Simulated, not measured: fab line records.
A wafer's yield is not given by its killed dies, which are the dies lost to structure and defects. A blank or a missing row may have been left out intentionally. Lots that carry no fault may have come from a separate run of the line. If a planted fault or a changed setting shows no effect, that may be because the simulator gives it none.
The tool behind it: which one? ; flow gf180mcu ; 42 wafers from 14 lots sampled at 5 of the route's 602 steps

## WHAT THE GAUGES READ, wafer by wafer
GF_STI_THK_MEAS_04.
lot;measured;on;STI_CVD_03_THK (nm)
L122;day 1 13:34;film_metro-03;207.5 209.1 210.0
L123;day 1 18:56;film_metro-02;210.4 212.8 209.6
L124;day 2 02:07;film_metro-04;206.0 205.0 204.0
L125;day 2 04:35;film_metro-02;210.4 210.5 210.2
L126;day 2 09:34;film_metro-03;208.4 210.0 210.7
L128;day 2 23:00;film_metro-04;208.6 208.1 207.6
L129;day 3 04:23;film_metro-02;202.4 204.3 203.2
L130;day 3 06:07;film_metro-02;207.9 207.6 209.8
L131;day 3 13:02;film_metro-02;203.0 205.1 202.6
L132;day 3 17:13;film_metro-02;205.2 205.6 204.8
L133;day 3 21:56;film_metro-04;207.5 206.1 207.7
L134;day 4 01:57;film_metro-03;203.3 202.8 202.9
L139;day 5 02:34;film_metro-02;207.9 207.7 205.1
L140;day 5 07:34;film_metro-03;209.5 211.4 209.6

GF_LVPWELL_TW_MEAS_11.
lot;measured;on;LVPWELL_TW
L122;day 3 18:46;film_metro-01;560 562 558
L123;day 4 07:49;film_metro-02;555 555 552
L124;day 4 14:59;film_metro-01;563 558 562
L125;day 4 15:46;film_metro-02;551 554 553
L126;day 4 19:33;film_metro-03;548 551 552
L128;day 5 09:52;film_metro-01;562 564 562
L129;day 5 16:33;film_metro-03;554 550 553
L130;day 5 18:53;film_metro-02;557 553 556
L131;day 6 05:38;film_metro-01;563 564 565
L132;day 6 06:54;film_metro-02;555 556 555
L133;day 6 12:57;film_metro-02;558 556 556
L134;day 6 18:42;film_metro-03;547 549 546
L139;day 7 19:38;film_metro-01;30 30 30
L140;day 8 01:59;film_metro-03;30 30 29

GF_POLY_GATE_CD_MEAS_10: the cd target is 280 nm.
lot;measured;on;cd_nm (nm)
L122;day 9 04:35;cd_sem-02;279.6 279.4 278.6
L123;day 10 01:13;cd_sem-01;277.2 277.5 278.5
L124;day 10 09:15;cd_sem-01;279.3 279.1 279.3
L125;day 10 08:55;cd_sem-01;278.7 278.1 278.1
L126;day 10 12:22;cd_sem-01;281.4 280.1 280.7
L128;day 11 02:40;cd_sem-02;279.5 279.3 280.1
L129;day 11 14:46;cd_sem-02;281.5 280.7 281.1
L130;day 11 17:32;cd_sem-01;280.0 279.9 280.8
L131;day 12 06:04;cd_sem-02;278.6 281.3 280.2
L132;day 12 06:07;cd_sem-01;279.7 280.4 280.2
L133;day 12 14:43;cd_sem-02;280.2 280.1 279.9
L134;day 12 20:10;cd_sem-02;279.1 279.2 279.5
L139;day 14 03:02;cd_sem-01;279.2 279.4 279.6
L140;day 14 16:43;cd_sem-01;280.5 281.3 280.0

## WHAT TOOL EACH LOT RAN ON (gives the tool, then ch and the chambers of the sampled wafers, and finally the start)
lot;GF_NWELL_STRIP_10;GF_LVPWELL_STRIP_10
L122;plasma_asher-02 ch 0,1, day 3 05:41;plasma_asher-01 ch 0,1, day 3 18:39
L123;plasma_asher-01 ch 0,1, day 3 17:26;plasma_asher-04 ch 0,1, day 4 07:42
L124;plasma_asher-02 ch 0,1, day 4 01:31;plasma_asher-01 ch 0,1, day 4 14:53
L125;plasma_asher-01 ch 0,1, day 4 01:52;plasma_asher-04 ch 0,1, day 4 15:40
L126;plasma_asher-02 ch 0,1, day 4 05:14;plasma_asher-02 ch 0,1, day 4 19:27
L128;plasma_asher-01 ch 0,1, day 4 19:06;plasma_asher-01 ch 1, day 5 09:46
L129;plasma_asher-03 ch 0,1, day 5 02:08;plasma_asher-01 ch 0,1, day 5 16:27
L130;plasma_asher-03 ch 0,1, day 5 04:03;plasma_asher-01 ch 0,1, day 5 18:47
L131;plasma_asher-03 ch 0,1, day 5 14:44;plasma_asher-04 ch 0,1, day 6 05:32
L132;plasma_asher-01 ch 0,1, day 5 15:45;plasma_asher-04 ch 0,1, day 6 06:48
L133;plasma_asher-03 ch 0,1, day 5 21:39;plasma_asher-02 ch 0,1, day 6 12:51
L134;plasma_asher-01 ch 0,1, day 6 02:50;plasma_asher-02 ch 0,1, day 6 18:36
L139;plasma_asher-02 ch 0,1, day 7 02:32;plasma_asher-02 ch 0,1, day 7 19:32
L140;plasma_asher-02 ch 0,1, day 7 09:56;plasma_asher-02 ch 0,1, day 8 01:53
- GF_NWELL_STRIP_10: strips in O2/N2.
- GF_LVPWELL_STRIP_10: strips in O2/N2.

## AS READ BY THE TOOLS THEMSELVES (means over the sampled wafers that have a number; for cases with no such wafer, the mark the record gives instead)
GF_NWELL_STRIP_10.
lot;tool;chamber_pressure_mTorr (mTorr);drypump_motor_current_A (A);heater_power_w (W);o2_flow_sccm (sccm);oes_product_au (a.u.);strip_time_to_endpoint_s (s)
L122;plasma_asher-02;1500.2;6.1;305;3001;0.725;36.90
L123;plasma_asher-01;1501.3;5.7;301;3003;0.723;36.95
L124;plasma_asher-02;1499.8;6.2;298;3002;0.721;36.84
L125;plasma_asher-01;1498.7;5.7;300;2990;0.726;36.88
L126;plasma_asher-02;1499.0;6.1;306;2996;0.725;36.97
L128;plasma_asher-01;1500.6;5.9;303;3001;0.720;36.99
L129;plasma_asher-03;1499.1;6.2;311;3002;0.718;36.94
L130;plasma_asher-03;1499.0;5.9;331;2998;0.725;36.91
L131;plasma_asher-03;1500.4;6.2;309;2988;0.724;36.87
L132;plasma_asher-01;1501.4;5.9;304;3006;0.719;36.97
L133;plasma_asher-03;1500.0;6.2;308;3002;0.722;36.95
L134;plasma_asher-01;1500.4;5.8;301;2994;0.722;36.90
L139;plasma_asher-02;-;-;-;-;-;-
L140;plasma_asher-02;-;-;-;-;-;-

GF_LVPWELL_STRIP_10.
lot;tool;chamber_pressure_mTorr (mTorr);drypump_motor_current_A (A);heater_power_w (W);o2_flow_sccm (sccm);oes_product_au (a.u.);strip_time_to_endpoint_s (s)
L122;plasma_asher-01;1500.3;5.8;304;3006;0.720;37.07
L123;plasma_asher-04;1500.3;5.3;388;2999;0.725;37.02
L124;plasma_asher-01;1498.7;5.7;305;2990;0.723;37.08
L125;plasma_asher-04;1499.8;5.2;352;3004;0.724;37.05
L126;plasma_asher-02;1500.3;6.1;304;2997;0.726;37.01
L128;plasma_asher-01;1500.0;5.6;306;2998;0.722;37.00
L129;plasma_asher-01;1500.0;5.9;300;3002;0.725;36.92
L130;plasma_asher-01;1499.7;5.7;299;2999;0.723;37.14
L131;plasma_asher-04;1498.4;5.3;391;2987;0.726;37.18
L132;plasma_asher-04;1499.9;5.3;398;3001;0.721;36.84
L133;plasma_asher-02;1499.7;6.1;322;3001;0.722;37.05
L134;plasma_asher-02;1500.7;6.1;318;2989;0.720;36.98
L139;plasma_asher-02;1500.4;6.2;321;3000;0.738;80.96
L140;plasma_asher-02;1499.9;6.1;322;3007;0.739;81.34

## THE ANSWER, worked out from the rows above alone
Rule: the lots themselves supply what counts as usual. The widest of any qualifying gaps counts: lots, ordered by their means at a reading, are off when they make up no more than a third of the lots, leave a main group of 4 or more, and stand apart from it by 3 or more times the standard deviation of that group's means. If all means in a main group match to the digits the tables above print for the reading, that group is not used. A lot without any number at a reading at which 4 lots or more have one is off too. Any other lot the step has rows for is counted as sound. After the gauges, taken in route order, come the tools' own readings; for these a lot's mean is taken, as printed above. The first step at which some lot is off is used, and at that step the reading that is off furthest; a lot without a number counts as furthest.
Off: L139, L140, at GF_LVPWELL_TW_MEAS_11 (LVPWELL_TW). The main group has a mean of 556 with a standard deviation of 4.9.
If a tool, at a process step before that reading, ran all the lots that are off and no sound lot after the first of them, it fits. The gauges at GF_LVPWELL_TW_MEAS_11 aren't tried: what is off there is off at GF_NWELL_STRIP_10 too, on other tools, and a gauge's error can't cause that. One fits: GF_NWELL_STRIP_10 and GF_LVPWELL_STRIP_10 on plasma_asher-02. At GF_NWELL_STRIP_10 its last sound lot is L126 (day 4 05:14), its first lot that is off L139 (day 7 02:32): a fault that began between those two fits.
Blank at GF_NWELL_STRIP_10 on the lots that are off, where sound lots have numbers: chamber_pressure_mTorr, drypump_motor_current_A, heater_power_w, o2_flow_sccm, oes_product_au, strip_time_to_endpoint_s.

## WHAT HAD BEEN PUT IN BY THE SIMULATOR
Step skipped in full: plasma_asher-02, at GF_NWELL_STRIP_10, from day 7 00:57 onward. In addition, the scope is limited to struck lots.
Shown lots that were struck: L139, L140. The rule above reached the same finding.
